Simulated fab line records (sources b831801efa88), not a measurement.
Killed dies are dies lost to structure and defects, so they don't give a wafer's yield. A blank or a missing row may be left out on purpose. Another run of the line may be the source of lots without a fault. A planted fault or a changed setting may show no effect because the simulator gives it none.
Commonality check across tools :: flow gf180mcu :: 39 wafers sampled across 13 lots

## REASON FOR OPENING
Of 13 lots, 2 have the reading HV_LDD_4_TW flagged at GF_HV_LDD_TW_MEAS_50. Wafers without a fault read 564, standard deviation 5.9.
Rule: a lot gets a flag if all its wafers with a number sit over 4 standard deviations from that mean, or if no wafer of it has a number. As for the other lots, they are considered sound.

lot: L550
measured: day 12 10:53
on: film_metro-04
HV_LDD_4_TW, wafer by wafer: 566 565 564
flag: 

lot: L551
measured: day 12 22:59
on: film_metro-01
HV_LDD_4_TW, wafer by wafer: 559 558 557
flag: 

lot: L552
measured: day 13 01:47
on: film_metro-01
HV_LDD_4_TW, wafer by wafer: 559 557 558
flag: 

lot: L553
measured: day 13 05:41
on: film_metro-03
HV_LDD_4_TW, wafer by wafer: 567 572 569
flag: 

lot: L554
measured: day 13 20:18
on: film_metro-04
HV_LDD_4_TW, wafer by wafer: 563 568 563
flag: 

lot: L557
measured: day 14 18:50
on: film_metro-04
HV_LDD_4_TW, wafer by wafer: 556 559 559
flag: 

lot: L562
measured: day 16 06:35
on: film_metro-01
HV_LDD_4_TW, wafer by wafer: 528 531 529
flag: FLAGGED

lot: L564
measured: day 17 01:36
on: film_metro-03
HV_LDD_4_TW, wafer by wafer: 538 540 536
flag: FLAGGED

lot: L567
measured: day 18 02:53
on: film_metro-04
HV_LDD_4_TW, wafer by wafer: 559 559 557
flag: 

lot: L569
measured: day 19 04:05
on: film_metro-04
HV_LDD_4_TW, wafer by wafer: 562 558 561
flag: 

lot: L571
measured: day 19 11:38
on: film_metro-04
HV_LDD_4_TW, wafer by wafer: 562 560 561
flag: 

lot: L572
measured: day 19 23:14
on: film_metro-01
HV_LDD_4_TW, wafer by wafer: 560 558 558
flag: 

lot: L573
measured: day 20 03:29
on: film_metro-01
HV_LDD_4_TW, wafer by wafer: 564 561 561
flag: 
The numbers of the flagged lots are 534 on average: -30 against the usual, or -5 standard deviations.

## EACH LOT AND THE TOOL IT RAN ON
The record holds 1 process step before the reading, out of a route of 602 steps. Each cell gives the tool, then ch followed by the chambers the sampled wafers passed through, then the start.
lot: L550
flag: 
GF_HV_LDD_IMPLANT_48: implanter-02 ch 0, day 12 10:38

lot: L551
flag: 
GF_HV_LDD_IMPLANT_48: implanter-01 ch 0, day 12 22:44

lot: L552
flag: 
GF_HV_LDD_IMPLANT_48: implanter-03 ch 0, day 13 01:32

lot: L553
flag: 
GF_HV_LDD_IMPLANT_48: implanter-01 ch 0, day 13 05:26

lot: L554
flag: 
GF_HV_LDD_IMPLANT_48: implanter-01 ch 0, day 13 20:05

lot: L557
flag: 
GF_HV_LDD_IMPLANT_48: implanter-03 ch 0, day 14 18:35

lot: L562
flag: FLAGGED
GF_HV_LDD_IMPLANT_48: implanter-03 ch 0, day 16 06:20

lot: L564
flag: FLAGGED
GF_HV_LDD_IMPLANT_48: implanter-03 ch 0, day 17 01:22

lot: L567
flag: 
GF_HV_LDD_IMPLANT_48: implanter-01 ch 0, day 18 02:40

lot: L569
flag: 
GF_HV_LDD_IMPLANT_48: implanter-01 ch 0, day 19 03:50

lot: L571
flag: 
GF_HV_LDD_IMPLANT_48: implanter-02 ch 0, day 19 11:23

lot: L572
flag: 
GF_HV_LDD_IMPLANT_48: implanter-02 ch 0, day 19 22:59

lot: L573
flag: 
GF_HV_LDD_IMPLANT_48: implanter-02 ch 0, day 20 03:14
What is done by these steps:
- GF_HV_LDD_IMPLANT_48
- GF_HV_LDD_TW_MEAS_50

## FLAGGED AGAINST TOTAL, ONE TOOL AT A TIME (gauges that did the reading follow at the end)
step: GF_HV_LDD_IMPLANT_48
tool: implanter-01
lots run: 5
flagged: 0
share of the flagged lots: none
sound lots run after its first flagged lot: -

step: GF_HV_LDD_IMPLANT_48
tool: implanter-02
lots run: 4
flagged: 0
share of the flagged lots: none
sound lots run after its first flagged lot: -

step: GF_HV_LDD_IMPLANT_48
tool: implanter-03
lots run: 4
flagged: 2
share of the flagged lots: all
sound lots run after its first flagged lot: 0

step: GF_HV_LDD_TW_MEAS_50
tool: film_metro-01
lots run: 5
flagged: 1
share of the flagged lots: some
sound lots run after its first flagged lot: 2 (L572,L573)

step: GF_HV_LDD_TW_MEAS_50
tool: film_metro-03
lots run: 2
flagged: 1
share of the flagged lots: some
sound lots run after its first flagged lot: 0

step: GF_HV_LDD_TW_MEAS_50
tool: film_metro-04
lots run: 6
flagged: 0
share of the flagged lots: none
sound lots run after its first flagged lot: -

## THE TABLE: WHAT IT ALLOWS
In the table, 1 row covers all flagged lots: implanter-03 at GF_HV_LDD_IMPLANT_48.
- implanter-03 at GF_HV_LDD_IMPLANT_48 ran 4 lots, 2 of them flagged. A fault beginning between L557 (day 14 18:35), its last sound lot, and L562 (day 16 06:20), its first flagged one, fits the data. Its own readings lie more than 4 standard deviations out on every wafer of the flagged lots: beam_on_s, faraday_current_uA.
Left over: one tool, implanter-03 at GF_HV_LDD_IMPLANT_48.

## WHAT THE SIMULATOR PUT IN
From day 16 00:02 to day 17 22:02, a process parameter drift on implanter-03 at GF_HV_LDD_IMPLANT_48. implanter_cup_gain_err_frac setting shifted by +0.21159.
Struck lots among those shown: L562, L564. This agrees with what the rule above found.
